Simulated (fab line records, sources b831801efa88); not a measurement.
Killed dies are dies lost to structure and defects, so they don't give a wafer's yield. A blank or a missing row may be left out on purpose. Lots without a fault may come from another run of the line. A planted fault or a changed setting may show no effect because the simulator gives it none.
fab line records | flow sky130
record lots=5 wafers=15 last_day=49
route steps=708 shown VIA1@481 METAL2@483 VIA2@507
lots that met no fault: from a run of the same line without faults
start_h: hours from the record's first day to the start of the lot's first wafer shown | wait_h: hours since the lot's step before | " the same as in the row above | L1.1+2: a row that stands for several wafers | - no value, or no start given | * or withheld: withheld | < > ~ a bound
route shown NAME@n: a module of which the file shows steps, and the number in the route of the first | usual: mean/standard deviation of fault-free wafers | same: alike in all rows | chamber/n: place in a boat | sites: the reading at each site | _std_site: their standard deviation | _edge_site: outer sites' mean less inner sites' | radius_mm: how far each site lies from the wafer's centre | mask NAME#n: copy n | behind: the tool/chamber that last shaped the wafer | hold: why the lot was held/for how many hours/how that ended | device: the transistor (n, p or np) that didn't switch | end of line: the same wafers' tests at the end of the route | a step without rows: its recipe alone | killed: dies lost to structure and defects at the first sort, not the wafer's yield | map: a wafer's dies, x killed, . not, _ none there
set.NAME: the setting as run; set.NAME@STEP: as run at that earlier step | model.NAME: the simulator's own value behind a step, which no gauge read
lots at some steps of the route; a table a step, a row a wafer
services: from which hour (start_h, from the record's first day; less than 0 if before it) a tool's chamber was out of use, for how many hours, and why
## steps
# step SKY_VIA1_THK_MEAS_23
# recipe thk_meas_gauge=xrf reads=W_of_VIA1_CVD_21
# usual VIA1_W_THK=262/4.5
# columns lot.wafer tool chamber start_h wait_h VIA1_W_THK[nm]
L088.2 film_metro-02 - 904.94 0.1 264
L088.4 " - " " 258
L088.5 " - " " 260
L090.1 film_metro-02 - 922.48 0.1 257
L090.2 " - " " 254
L090.4 " - " " 252
L091.1 film_metro-03 - 935.98 0.1 262
L091.4 " - " " 254
L091.6 " - " " 262
L092.1 film_metro-02 - 937.57 0.1 264
L092.4 " - " " 263
L092.5 " - " " 264
L094.2 film_metro-01 - 945.21 0.1 270
L094.3 " - " " 267
L094.6 " - " " 267
# step SKY_VIA1_CMP_24
# recipe stop_on=SiO2 t_overpolish_s=15 down_force_psi=3.5 platen_rpm=60 target_thk_nm=0 pad_velocity_m_s=0.94248
# usual motor_current_A=10.9/0.95 overpolish_run_s=15.000/0.0094 slurry_filter_dp_kPa=13.50/0.16 time_to_endpoint_s=65/4
# columns lot.wafer tool chamber start_h wait_h motor_current_A overpolish_run_s slurry_filter_dp_kPa time_to_endpoint_s
L088.4 cmp-02 3 905.04 0.1 10.5 15.002 13.56 64
L088.2 " 1 " " 12.1 15.011 13.55 66
L088.5 " 2 " " 10.4 15.021 13.47 67
L090.4 cmp-01 2 922.54 0.0 11.5 15.014 13.47 59
L090.2 " 3 " " 12.8 14.992 13.62 60
L090.1 " 1 " " 9.6 14.995 13.49 60
L091.1 cmp-01 2 936.09 0.1 11.2 14.999 13.32 64
L091.4 " 3 " " 12.4 15.002 13.53 60
L091.6 " 1 " " 9.7 15.005 13.60 63
L092.4 cmp-01 2 937.84 0.2 11.5 14.984 13.77 59
L092.1 " 3 " " 12.2 15.022 13.35 64
L092.5 " 0 " " 10.8 14.996 13.57 70
L094.2 cmp-02 3 945.26 0.0 9.9 15.005 13.33 70
L094.3 " 1 " " 12.2 14.992 13.53 70
L094.6 " 0 " " 11.5 14.999 13.53 68
# step SKY_METAL2_SPUTTER_00
# recipe material=Ti target_thk_nm=15 power_w=3000 time_s=10 chamber_pressure_pa=0.4
# usual chamber_pressure_pa=0.4001/0.00068 throttle_valve_pct=30.5/1.3
# same time_s=10
# columns lot.wafer tool chamber start_h wait_h chamber_pressure_pa throttle_valve_pct
L088.2 pvd_sputter-03 - 905.29 0.1 0.4003 28.3
L088.4 " - " " 0.4002 31.9
L088.5 " - " " 0.3992 30.9
L090.1 pvd_sputter-02 - 922.84 0.1 0.3997 29.9
L090.2 " - " " 0.4001 30.8
L090.4 " - " " 0.4000 33.6
L091.1 pvd_sputter-01 - 936.34 0.2 0.4005 30.8
L091.4 " - " " 0.4008 29.7
L091.6 " - " " 0.4010 29.5
L092.1 pvd_sputter-03 - 938.04 0.1 0.4018 31.6
L092.4 " - " " 0.4013 29.1
L092.5 " - " " 0.4010 29.2
L094.2 pvd_sputter-03 - 945.56 0.2 0.3991 28.6
L094.3 " - " " 0.3994 29.0
L094.6 " - " " 0.4003 30.8
# step SKY_METAL2_SPUTTER_01
# recipe material=TiN target_thk_nm=20 power_w=6500 time_s=16.7 chamber_pressure_pa=0.4
# usual chamber_pressure_pa=0.3999/0.0008 throttle_valve_pct=30.6/1.3
# same time_s=16.7
# columns lot.wafer tool chamber start_h wait_h chamber_pressure_pa throttle_valve_pct
L088.2 pvd_sputter-03 - 905.32 0.0 0.3985 28.5
L088.4 " - " " 0.4008 31.7
L088.5 " - " " 0.4002 30.8
L090.1 pvd_sputter-02 - 922.87 0.0 0.3997 30.4
L090.2 " - " " 0.3996 31.0
L090.4 " - " " 0.4009 33.4
L091.1 pvd_sputter-01 - 936.36 0.0 0.3998 31.4
L091.4 " - " " 0.3999 29.7
L091.6 " - " " 0.4001 29.4
L092.1 pvd_sputter-03 - 938.06 0.0 0.4006 31.6
L092.4 " - " " 0.3990 29.0
L092.5 " - " " 0.4000 29.1
L094.2 pvd_sputter-03 - 945.59 0.0 0.4002 28.6
L094.3 " - " " 0.4002 29.0
L094.6 " - " " 0.3989 30.6
# step SKY_METAL2_SPUTTER_02
# recipe material=AlCu target_thk_nm=250 power_w=10600 time_s=13.3 chamber_pressure_pa=0.4
# usual chamber_pressure_pa=0.3999/0.0009 throttle_valve_pct=30.6/1.3
# same time_s=13.3
# columns lot.wafer tool chamber start_h wait_h chamber_pressure_pa throttle_valve_pct
L088.2 pvd_sputter-03 - 905.34 0.0 0.3992 28.4
L088.4 " - " " 0.3991 31.5
L088.5 " - " " 0.3999 30.7
L090.1 pvd_sputter-02 - 922.90 0.0 0.4002 29.9
L090.2 " - " " 0.3997 31.0
L090.4 " - " " 0.4009 33.2
L091.1 pvd_sputter-01 - 936.39 0.0 0.3989 31.2
L091.4 " - " " 0.4009 29.6
L091.6 " - " " 0.3992 29.8
L092.1 pvd_sputter-03 - 938.08 0.0 0.3994 31.5
L092.4 " - " " 0.3988 29.1
L092.5 " - " " 0.3991 29.2
L094.2 pvd_sputter-03 - 945.61 0.0 0.4005 28.0
L094.3 " - " " 0.4006 29.1
L094.6 " - " " 0.4007 30.8
# step SKY_METAL2_SPUTTER_03
# recipe material=Ti target_thk_nm=5 power_w=3000 time_s=3.3 chamber_pressure_pa=0.4
# usual chamber_pressure_pa=0.3999/0.00079 throttle_valve_pct=30.6/1.3
# same time_s=3.3
# columns lot.wafer tool chamber start_h wait_h chamber_pressure_pa throttle_valve_pct
L088.2 pvd_sputter-03 - 905.37 0.0 0.3995 28.4
L088.4 " - " " 0.3998 31.9
L088.5 " - " " 0.4010 30.8
L090.1 pvd_sputter-02 - 922.92 0.0 0.3989 30.2
L090.2 " - " " 0.4007 30.8
L090.4 " - " " 0.3997 33.5
L091.1 pvd_sputter-01 - 936.41 0.0 0.4002 31.1
L091.4 " - " " 0.4002 29.2
L091.6 " - " " 0.3999 29.5
L092.1 pvd_sputter-03 - 938.11 0.0 0.4003 31.7
L092.4 " - " " 0.3992 28.9
L092.5 " - " " 0.3998 29.2
L094.2 pvd_sputter-03 - 945.64 0.0 0.4000 28.4
L094.3 " - " " 0.3994 28.9
L094.6 " - " " 0.3993 30.6
# step SKY_METAL2_SPUTTER_04
# recipe material=TiN target_thk_nm=70 power_w=6500 time_s=58.3 chamber_pressure_pa=0.4
# usual chamber_pressure_pa=0.4001/0.00075 throttle_valve_pct=30.5/1.3
# same time_s=58.3
# columns lot.wafer tool chamber start_h wait_h chamber_pressure_pa throttle_valve_pct
L088.2 pvd_sputter-03 - 905.38 0.0 0.4010 28.5
L088.4 " - " " 0.4018 31.5
L088.5 " - " " 0.4011 30.9
L090.1 pvd_sputter-02 - 922.95 0.0 0.3997 29.8
L090.2 " - " " 0.4012 30.7
L090.4 " - " " 0.3996 33.6
L091.1 pvd_sputter-01 - 936.43 0.0 0.3991 30.9
L091.4 " - " " 0.4005 29.3
L091.6 " - " " 0.4010 29.3
L092.1 pvd_sputter-03 - 938.13 0.0 0.3997 32.0
L092.4 " - " " 0.3987 29.1
L092.5 " - " " 0.3997 28.9
L094.2 pvd_sputter-03 - 945.65 0.0 0.3997 28.6
L094.3 " - " " 0.4000 29.0
L094.6 " - " " 0.4000 30.8
# step SKY_METAL2_RS_MEAS_05
# recipe thk_meas_gauge=four-point-probe reads=TiN_of_METAL2_SPUTTER_04+Ti_of_METAL2_SPUTTER_03+AlCu_of_METAL2_SPUTTER_02+TiN_of_METAL2_SPUTTER_01+Ti_of_METAL2_SPUTTER_00
# usual METAL2_ALCU_RS=0.1268/0.0021
# columns lot.wafer tool chamber start_h wait_h METAL2_ALCU_RS[ohm/sq]
L088.2 film_metro-02 - 905.45 0.0 0.1252
L088.4 " - " " 0.1260
L088.5 " - " " 0.1258
L090.1 film_metro-02 - 923.00 0.0 0.1282
L090.2 " - " " 0.1250
L090.4 " - " " 0.1267
L091.1 film_metro-04 - 936.48 0.0 0.1239
L091.4 " - " " 0.1255
L091.6 " - " " 0.1251
L092.1 film_metro-01 - 938.18 0.0 0.1242
L092.4 " - " " 0.1251
L092.5 " - " " 0.1233
L094.2 film_metro-04 - 945.72 0.0 0.1237
L094.3 " - " " 0.1256
L094.6 " - " " 0.1231
# step SKY_METAL2_THK_MEAS_06
# recipe thk_meas_gauge=xrf reads=AlCu_of_METAL2_SPUTTER_02
# usual METAL2_ALCU_THK=251/4.4
# columns lot.wafer tool chamber start_h wait_h METAL2_ALCU_THK[nm]
L088.2 film_metro-02 - 905.56 0.1 253
L088.4 " - " " 252
L088.5 " - " " 254
L090.1 film_metro-02 - 923.12 0.1 248
L090.2 " - " " 255
L090.4 " - " " 252
L091.1 film_metro-04 - 936.60 0.1 256
L091.4 " - " " 254
L091.6 " - " " 253
L092.1 film_metro-01 - 938.30 0.1 257
L092.4 " - " " 255
L092.5 " - " " 257
L094.2 film_metro-04 - 945.83 0.1 258
L094.3 " - " " 252
L094.6 " - " " 258
# step SKY_METAL2_DEHYDRATE_07
# recipe temp_c=200 time_s=60
# same time_s=60
# columns lot.wafer tool chamber start_h wait_h
L088.2+4+5 litho_track-04 0 917.22 11.6
L090.1+2+4 litho_track-01 0 934.72 11.6
L091.1+4+6 litho_track-01 0 948.03 11.4
L092.1+4+5 litho_track-01 0 949.73 11.4
L094.2+3+6 litho_track-04 0 957.52 11.7
# step SKY_METAL2_HMDS_08
# recipe prime_time_s=60 prime_temp_c=120
# columns lot.wafer tool chamber start_h wait_h
L088.2+4+5 litho_track-04 0 917.37 0.1
L090.1+2+4 litho_track-01 0 934.87 0.1
L091.1+4+6 litho_track-01 0 948.18 0.1
L092.1+4+5 litho_track-01 0 949.88 0.1
L094.2+3+6 litho_track-04 0 957.67 0.1
# step SKY_METAL2_COAT_09
# recipe resist=BARC temp_c=withheld time_s=withheld spin_rpm=3000 resist_thk_nm=60
# columns lot.wafer tool chamber start_h wait_h
L088.2+4+5 litho_track-04 0 917.52 0.1
L090.1+2+4 litho_track-01 0 935.02 0.1
L091.1+4+6 litho_track-01 0 948.33 0.1
L092.1+4+5 litho_track-01 0 950.03 0.1
L094.2+3+6 litho_track-04 0 957.82 0.1
# step SKY_METAL2_COAT_10
# recipe resist=KrF-thick spin_rpm=3000 resist_thk_nm=450
# columns lot.wafer tool chamber start_h wait_h
L088.2+4+5 litho_track-04 0 - -
L090.1+2+4 litho_track-01 0 - -
L091.1+4+6 litho_track-01 0 - -
L092.1+4+5 litho_track-01 0 - -
L094.2+3+6 litho_track-04 0 - -
# step SKY_METAL2_SOFTBAKE_11
# recipe temp_c=100 time_s=90 resist=KrF-thick
# same time_s=90
# columns lot.wafer tool chamber start_h wait_h
L088.2+4+5 litho_track-04 0 - -
L090.1+2+4 litho_track-01 0 - -
L091.1+4+6 litho_track-01 0 - -
L092.1+4+5 litho_track-01 0 - -
L094.2+3+6 litho_track-04 0 - -
# step SKY_METAL2_EXPOSE_12
# recipe mask_id=MM2 na=0.8 source_shape=annular sigma_inner=0.55 sigma_outer=0.85 target_cd_nm=140 dose_mj=28
# columns lot.wafer tool chamber start_h wait_h mask
L088.2+4+5 krf_scanner-01 0 - - MM2#0
L090.1+2+4 krf_scanner-02 0 - - MM2#0
L091.1+4+6 krf_scanner-02 0 - - MM2#0
L092.1+4+5 krf_scanner-01 0 - - MM2#0
L094.2+3+6 krf_scanner-02 0 - - MM2#0
# step SKY_METAL2_PEB_13
# recipe peb_temp_c=withheld peb_time_s=withheld resist=KrF-thick
# columns lot.wafer tool chamber start_h wait_h
L088.2+4+5 litho_track-03 0 - -
L090.1+2+4 litho_track-01 0 - -
L091.1+4+6 litho_track-03 0 - -
L092.1+4+5 litho_track-04 0 - -
L094.2+3+6 litho_track-01 0 - -
# step SKY_METAL2_DEVELOP_14
# recipe develop_time_s=60 resist=KrF-thick dev_temp_c=21
# usual developer_temp_C=21.00/0.12
# columns lot.wafer tool chamber start_h wait_h developer_temp_C
L088.2 litho_track-03 0 - - 21.12
L088.4 " 0 " " 20.86
L088.5 " 0 " " 20.79
L090.1 litho_track-01 0 - - 21.10
L090.2 " 0 " " 21.15
L090.4 " 0 " " 21.01
L091.1 litho_track-03 0 - - 21.00
L091.4 " 0 " " 20.94
L091.6 " 0 " " 21.06
L092.1 litho_track-04 0 - - 20.89
L092.4 " 0 " " 20.94
L092.5 " 0 " " 21.03
L094.2 litho_track-01 0 - - 20.90
L094.3 " 0 " " 20.78
L094.6 " 0 " " 20.85
# step SKY_METAL2_CD_MEAS_15
# recipe target_cd_nm=140
# usual cd_nm=140.2/1.6
# columns lot.wafer tool chamber start_h wait_h cd_nm
L088.2 cd_sem-02 - 930.54 - 140.8
L088.4 " - " " 139.7
L088.5 " - " " 141.4
L090.1 cd_sem-02 - 947.23 - 139.6
L090.2 " - " " 139.3
L090.4 " - " " 139.2
L091.1 cd_sem-02 - 960.72 - 139.6
L091.4 " - " " 138.7
L091.6 " - " " 139.4
L092.1 cd_sem-02 - 962.44 - 138.1
L092.4 " - " " 139.7
L092.5 " - " " 140.2
L094.2 cd_sem-02 - 969.45 - 139.9
L094.3 " - " " 139.7
L094.6 " - " " 138.7
# step SKY_METAL2_OVL_MEAS_16
# usual METAL2_OVL=-2/6.9
# columns lot.wafer tool chamber start_h wait_h METAL2_OVL[nm]
L088.2 overlay-01 - 930.65 0.1 -15
L088.4 " - " " -9
L088.5 " - " " 0
L090.1 overlay-02 - 947.35 0.1 -3
L090.2 " - " " -9
L090.4 " - " " -8
L091.1 overlay-02 - 960.84 0.1 7
L091.4 " - " " 5
L091.6 " - " " -1
L092.1 overlay-01 - 962.56 0.1 9
L092.4 " - " " 0
L092.5 " - " " 9
L094.2 overlay-01 - 969.55 0.1 -3
L094.3 " - " " 3
L094.6 " - " " 2
# step SKY_METAL2_DESCUM_17
# recipe chemistry=O2 source_power_w=150 bias_power_w=0 pressure_mtorr=10 temp_c=40 time_s=8
# usual chamber_pressure_mTorr=10.000/0.0097 drypump_motor_current_A=5.6/0.5 oes_product_au=0.996/0.011
# same bias_power_w=0 time_s=8
# columns lot.wafer tool chamber start_h wait_h chamber_pressure_mTorr drypump_motor_current_A oes_product_au rf_hours_counter_h
L088.2 rie_metal-02 0 930.68 0.0 10.013 5.7 1.004 8
L088.4 " 1 " " 10.000 5.4 0.974 -
L088.5 " 1 " " 9.997 5.4 0.969 -
L090.1 rie_metal-01 0 947.38 0.0 9.999 6.4 1.006 2
L090.2 " 1 " " 9.990 5.3 0.996 14
L090.4 " 1 " " 9.990 5.3 0.997 -
L091.1 rie_metal-01 1 960.88 0.0 9.988 5.3 0.999 15
L091.4 " 0 " " 9.999 6.4 0.985 -
L091.6 " 1 " " 10.005 5.3 0.984 -
L092.1 rie_metal-01 1 962.60 0.0 9.987 5.3 1.000 15
L092.4 " 0 " " 9.995 6.4 1.000 -
L092.5 " 1 " " 9.982 5.3 0.997 -
L094.2 rie_metal-02 1 969.58 0.0 10.008 5.4 0.990 7
L094.3 " 1 " " 10.011 5.4 0.978 -
L094.6 " 1 " " 10.009 5.4 0.986 -
# step SKY_METAL2_ETCH_18
# recipe chemistry=N2/H2 target=BARC ion_energy_ev=200 bias_w=100 pressure_mtorr=30 n2_flow_sccm=100 h2_flow_sccm=200 icp_w=500 stop_on=SiO2 time_s=45.9 target_depth_a=600
# usual chamber_pressure_mTorr=29.996/0.028 drypump_motor_current_A=5.6/0.5 oes_product_au=0.854/0.005 throttle_valve_pct=13.225/0.0089
# same time_s=45.9
# columns lot.wafer tool chamber start_h wait_h chamber_pressure_mTorr drypump_motor_current_A oes_product_au rf_hours_counter_h throttle_valve_pct
L088.2 rie_metal-02 0 930.71 0.0 29.972 5.7 0.853 9 13.228
L088.4 " 1 " " 30.025 5.4 0.860 - 13.218
L088.5 " 1 " " 29.982 5.4 0.850 - 13.237
L090.1 rie_metal-01 0 947.41 0.0 30.006 6.4 0.851 3 13.217
L090.2 " 1 " " 30.003 5.3 0.851 14 13.216
L090.4 " 1 " " 29.990 5.3 0.856 - 13.227
L091.1 rie_metal-01 1 960.91 0.0 30.013 5.3 0.842 15 13.213
L091.4 " 0 " " 29.986 6.4 0.851 - 13.232
L091.6 " 1 " " 29.976 5.3 0.856 - 13.233
L092.1 rie_metal-01 1 962.63 0.0 30.007 5.3 0.854 15 13.232
L092.4 " 0 " " 29.964 6.4 0.856 - 13.214
L092.5 " 1 " " 29.979 5.3 0.867 - 13.222
L094.2 rie_metal-02 1 969.61 0.0 30.011 5.4 0.861 7 13.220
L094.3 " 1 " " 29.989 5.4 0.857 - 13.232
L094.6 " 1 " " 30.014 5.4 0.850 - 13.232
# step SKY_METAL2_METAL_ETCH_19
# recipe target_depth_a=3600 stop_on=SiO2 over_etch_frac=0.3 time_s=78 chemistry=Cl2/BCl3 resist_sidewall_deg=88 pressure_mtorr=10 icp_w=900 bias_w=48.5 Cl2_flow_sccm=60 bcl3_flow_sccm=30
# usual chamber_pressure_mTorr=10.000/0.0088 drypump_motor_current_A=5.6/0.5 oes_product_au=0.854/0.0067 throttle_valve_pct=22.263/0.01
# same time_s=78
# columns lot.wafer tool chamber start_h wait_h chamber_pressure_mTorr drypump_motor_current_A oes_product_au rf_hours_counter_h throttle_valve_pct
L088.2 rie_metal-02 0 930.77 0.0 9.997 5.7 0.857 9 22.283
L088.4 " 1 " " 10.011 5.4 0.850 - 22.255
L088.5 " 1 " " 9.999 5.4 0.864 - 22.269
L090.1 rie_metal-01 0 947.48 0.0 9.971 6.4 0.858 3 22.252
L090.2 " 1 " " 9.997 5.3 0.861 14 22.279
L090.4 " 1 " " 10.010 5.3 0.851 - 22.257
L091.1 rie_metal-01 1 960.97 0.0 9.986 5.3 0.853 15 22.249
L091.4 " 0 " " 9.990 6.4 0.856 - 22.256
L091.6 " 1 " " 10.009 5.2 0.853 - 22.273
L092.1 rie_metal-01 1 962.69 0.0 10.008 5.3 0.863 15 22.274
L092.4 " 0 " " 9.992 6.4 0.854 - 22.260
L092.5 " 1 " " 10.008 5.3 0.861 - 22.264
L094.2 rie_metal-02 1 969.68 0.0 10.006 5.4 0.860 7 22.274
L094.3 " 1 " " 9.997 5.4 0.858 - 22.262
L094.6 " 1 " " 10.018 5.4 0.859 - 22.254
# step SKY_METAL2_STRIP_20
# recipe chemistry=O2/N2 power_w=1400 pressure_mtorr=1500 platen_temp_c=withheld o2_flow_sccm=3000 n2_flow_sccm=300 overash_fraction=0.5
# usual chamber_pressure_mTorr=1499.7/1.4 drypump_motor_current_A=5.7/0.4 oes_product_au=0.344/0.005 strip_time_to_endpoint_s=2.71/0.057
# columns lot.wafer tool chamber start_h wait_h chamber_pressure_mTorr drypump_motor_current_A oes_product_au rf_hours_counter_h strip_time_to_endpoint_s
L088.2 plasma_asher-03 1 930.86 0.1 1501.0 5.4 0.350 18 2.65
L088.4 " 1 " " 1503.2 5.4 0.350 - 2.80
L088.5 " 0 " " 1499.1 6.0 0.347 - 2.84
L090.1 plasma_asher-03 0 947.57 0.1 1500.6 6.0 0.346 20 2.69
L090.2 " 1 " " 1501.8 5.4 0.342 20 2.68
L090.4 " 1 " " 1500.3 5.4 0.339 - 2.69
L091.1 plasma_asher-02 1 961.06 0.1 1499.4 4.8 0.343 113 2.67
L091.4 " 0 " " 1498.5 5.7 0.340 - 2.67
L091.6 " 0 " " 1499.0 5.7 0.347 - 2.72
L092.1 plasma_asher-01 1 962.78 0.1 1502.8 5.5 0.348 84 2.71
L092.4 " 0 " " 1499.2 6.1 0.350 - 2.67
L092.5 " 0 " " 1499.6 6.1 0.334 - 2.72
L094.2 plasma_asher-01 1 969.77 0.1 1501.5 5.6 0.345 85 2.78
L094.3 " 0 " " 1499.1 6.1 0.347 - 2.80
L094.6 " 1 " " 1500.7 5.5 0.345 - 2.77
# step SKY_METAL2_STRIP_21
# recipe chemistry=post_etch_residue_remover time_s=1200 temp_c=72.5
# usual bath_guard_temp_C=72.4/0.5
# same time_s=1200
# columns lot.wafer tool chamber start_h wait_h bath_guard_temp_C
L088.2 wet_bench-04 0 930.96 0.1 73.0
L088.4 " 0 " " 73.5
L088.5 " 0 " " 73.3
L090.1 wet_bench-03 3 947.67 0.1 71.9
L090.2 " 3 " " 72.5
L090.4 " 3 " " 72.2
L091.1 wet_bench-03 1 961.16 0.1 72.5
L091.4 " 1 " " 72.3
L091.6 " 1 " " 72.3
L092.1 wet_bench-04 1 962.88 0.1 72.2
L092.4 " 1 " " 72.5
L092.5 " 1 " " 72.5
L094.2 wet_bench-04 0 969.87 0.1 73.3
L094.3 " 0 " " 72.7
L094.6 " 0 " " 73.1
# step SKY_METAL2_CLEAN_22
# recipe chemistry=IPA time_s=180 temp_c=25
# same time_s=180
# columns lot.wafer tool chamber start_h wait_h
L088.2+4+5 wet_bench-01 3 931.30 0.0
L090.1+2+4 wet_bench-01 3 948.01 0.0
L091.1+4+6 wet_bench-03 2 961.50 0.0
L092.1+4+5 wet_bench-01 0 963.23 0.0
L094.2+3+6 wet_bench-04 2 970.21 0.0
# step SKY_METAL2_CLEAN_23
# recipe chemistry=O3/DIW dry=n2_spin
# columns lot.wafer tool chamber start_h wait_h
L088.2+4+5 wet_bench-03 0 931.37 0.0
L090.1+2+4 wet_bench-04 3 948.07 0.0
L091.1+4+6 wet_bench-03 3 961.57 0.0
L092.1+4+5 wet_bench-03 3 963.28 0.0
L094.2+3+6 wet_bench-04 3 970.27 0.0
# step SKY_VIA2_HDPCVD_00
# recipe material=SiO2 target_thk_nm=1180 sigma_open_frac=0.3 time_s=196.7 temp_c=400 sih4_flow_sccm=60 pressure_mtorr=6
# usual sih4_flow_sccm=59.98/0.18
# same time_s=196.7
# columns lot.wafer tool chamber start_h wait_h sih4_flow_sccm
L088.2 hdpcvd-02 1 931.47 0.0 60.05
L088.4 " 1 " " 60.14
L088.5 " 0 " " 60.03
L090.1 hdpcvd-02 0 948.16 0.0 59.88
L090.2 " 2 " " 60.15
L090.4 " 0 " " 60.09
L091.1 hdpcvd-02 1 961.67 0.0 60.32
L091.4 " 2 " " 59.86
L091.6 " 0 " " 59.72
L092.1 hdpcvd-02 1 963.38 0.0 59.65
L092.4 " 1 " " 60.09
L092.5 " 2 " " 59.93
L094.2 hdpcvd-02 0 970.36 0.0 59.75
L094.3 " 2 " " 59.99
L094.6 " 2 " " 59.97
# step SKY_VIA2_THK_MEAS_01
# recipe reads=SiO2_of_VIA2_HDPCVD_00
# usual VIA2_HDPCVD_THK=1184/14
# columns lot.wafer tool chamber start_h wait_h VIA2_HDPCVD_THK[nm]
L088.2 film_metro-04 - 931.60 0.1 1199
L088.4 " - " " 1203
L088.5 " - " " 1199
L090.1 film_metro-03 - 948.28 0.1 1205
L090.2 " - " " 1192
L090.4 " - " " 1196
L091.1 film_metro-03 - 961.79 0.1 1197
L091.4 " - " " 1165
L091.6 " - " " 1185
L092.1 film_metro-03 - 963.51 0.1 1196
L092.4 " - " " 1197
L092.5 " - " " 1165
L094.2 film_metro-04 - 970.49 0.1 1194
L094.3 " - " " 1171
L094.6 " - " " 1166
# step SKY_VIA2_CMP_02
# recipe material=SiO2 down_force_psi=4 platen_rpm=60 pad_velocity_m_s=0.94248
# usual motor_current_A=12.0/1 slurry_filter_dp_kPa=13.51/0.15
# columns lot.wafer tool chamber start_h wait_h motor_current_A slurry_filter_dp_kPa
L088.2 cmp-01 3 931.75 0.1 13.6 13.79
L088.4 " 0 " " 11.9 13.41
L088.5 " 2 " " 11.8 13.68
L090.1 cmp-02 2 948.34 0.1 11.1 13.54
L090.2 " 0 " " 12.3 13.59
L090.4 " 1 " " 12.6 13.60
L091.1 cmp-01 2 961.90 0.1 11.9 13.62
L091.4 " 3 " " 13.6 13.48
L091.6 " 1 " " 10.5 13.25
L092.1 cmp-02 1 963.67 0.1 13.0 13.58
L092.4 " 2 " " 10.4 13.62
L092.5 " 0 " " 12.0 13.33
L094.2 cmp-01 2 970.54 0.0 11.7 13.63
L094.3 " 3 " " 13.5 13.21
L094.6 " 2 " " 12.5 13.55
# step SKY_VIA2_BOW_MEAS_03
# recipe mode=bow
# usual VIA2_BOW=85/7.2
# columns lot.wafer tool chamber start_h wait_h VIA2_BOW[um]
L088.2 film_metro-04 - 931.97 0.2 89
L088.4 " - " " 85
L088.5 " - " " 99
L090.1 film_metro-03 - 948.64 0.2 76
L090.2 " - " " 90
L090.4 " - " " 79
L091.1 film_metro-01 - 962.15 0.2 89
L091.4 " - " " 87
L091.6 " - " " 88
L092.1 film_metro-03 - 963.87 0.1 90
L092.4 " - " " 83
L092.5 " - " " 85
L094.2 film_metro-04 - 970.86 0.3 92
L094.3 " - " " 85
L094.6 " - " " 74
# step SKY_VIA2_DEHYDRATE_04
# recipe temp_c=200 time_s=60
# same time_s=60
# columns lot.wafer tool chamber start_h wait_h
L088.2+4+5 litho_track-01 0 943.40 11.4
L090.1+2+4 litho_track-01 0 960.38 11.7
L091.1+4+6 litho_track-04 0 973.74 11.6
L092.1+4+5 litho_track-01 0 975.08 11.2
L094.2+3+6 litho_track-01 0 982.55 11.7
# step SKY_VIA2_HMDS_05
# recipe prime_time_s=60 prime_temp_c=120
# columns lot.wafer tool chamber start_h wait_h
L088.2+4+5 litho_track-01 0 943.55 0.1
L090.1+2+4 litho_track-01 0 960.53 0.1
L091.1+4+6 litho_track-04 0 973.89 0.1
L092.1+4+5 litho_track-01 0 975.23 0.1
L094.2+3+6 litho_track-01 0 982.70 0.1
# step SKY_VIA2_COAT_06
# recipe resist=BARC temp_c=withheld time_s=withheld spin_rpm=3000 resist_thk_nm=60
# columns lot.wafer tool chamber start_h wait_h
L088.2+4+5 litho_track-01 0 943.70 0.1
L090.1+2+4 litho_track-01 0 960.68 0.1
L091.1+4+6 litho_track-04 0 974.04 0.1
L092.1+4+5 litho_track-01 0 975.38 0.1
L094.2+3+6 litho_track-01 0 982.85 0.1
# step SKY_VIA2_COAT_07
# recipe resist=KrF-thick spin_rpm=3000 resist_thk_nm=450
# columns lot.wafer tool chamber start_h wait_h
L088.2+4+5 litho_track-01 0 - -
L090.1+2+4 litho_track-01 0 - -
L091.1+4+6 litho_track-04 0 - -
L092.1+4+5 litho_track-01 0 - -
L094.2+3+6 litho_track-01 0 - -
# step SKY_VIA2_SOFTBAKE_08
# recipe temp_c=100 time_s=90 resist=KrF-thick
# same time_s=90
# columns lot.wafer tool chamber start_h wait_h
L088.2+4+5 litho_track-01 0 - -
L090.1+2+4 litho_track-01 0 - -
L091.1+4+6 litho_track-04 0 - -
L092.1+4+5 litho_track-01 0 - -
L094.2+3+6 litho_track-01 0 - -
# step SKY_VIA2_EXPOSE_09
# recipe mask_id=VIM2 na=0.8 source_shape=annular sigma_inner=0.55 sigma_outer=0.85 target_cd_nm=200 dose_mj=38
# columns lot.wafer tool chamber start_h wait_h mask
L088.2+4+5 krf_scanner-02 0 - - VIM2#0
L090.1+2+4 krf_scanner-01 0 - - VIM2#0
L091.1+4+6 krf_scanner-01 0 - - VIM2#0
L092.1+4+5 krf_scanner-02 0 - - VIM2#0
L094.2+3+6 krf_scanner-02 0 - - VIM2#0
# step SKY_VIA2_PEB_10
# recipe peb_temp_c=withheld peb_time_s=withheld resist=KrF-thick
# columns lot.wafer tool chamber start_h wait_h
L088.2+4+5 litho_track-01 0 - -
L090.1+2+4 litho_track-01 0 - -
L091.1+4+6 litho_track-04 0 - -
L092.1+4+5 litho_track-01 0 - -
L094.2+3+6 litho_track-01 0 - -
# step SKY_VIA2_DEVELOP_11
# recipe develop_time_s=60 resist=KrF-thick dev_temp_c=21
# usual developer_temp_C=21.01/0.11
# columns lot.wafer tool chamber start_h wait_h developer_temp_C
L088.2 litho_track-01 0 - - 20.99
L088.4 " 0 " " 21.24
L088.5 " 0 " " 21.15
L090.1 litho_track-01 0 - - 21.21
L090.2 " 0 " " 21.25
L090.4 " 0 " " 21.13
L091.1 litho_track-04 0 - - 20.88
L091.4 " 0 " " 21.05
L091.6 " 0 " " 21.14
L092.1 litho_track-01 0 - - 21.07
L092.4 " 0 " " 20.82
L092.5 " 0 " " 20.93
L094.2 litho_track-01 0 - - 21.15
L094.3 " 0 " " 20.91
L094.6 " 0 " " 20.99
## services
# columns tool chamber start_h hours kind
rie_metal-01 0 882.20 - clean
rie_metal-01 0 882.20 17.2 scheduled_down
rie_metal-01 0 882.20 17.2 vent_cycle
krf_scanner-02 - 887.11 0.8 pm
hdpcvd-02 2 887.43 11.2 repair
rie_metal-02 - 895.13 0.8 repair
cmp-01 - 912.00 4.0 pm
cmp-01 - 916.00 - consumable_replace:conditioner
cmp-01 - 916.00 - consumable_replace:pad
pvd_sputter-03 - 929.30 0.9 repair
cmp-02 - 935.41 8.7 pm
pvd_sputter-02 - 935.83 12.5 repair
rie_metal-02 - 952.85 4.0 pm
rie_metal-02 - 961.40 1.2 repair
cmp-01 - 964.35 4.0 repair
rie_metal-01 - 965.96 0.9 repair
krf_scanner-02 - 976.99 1.3 pm
## key
fault none
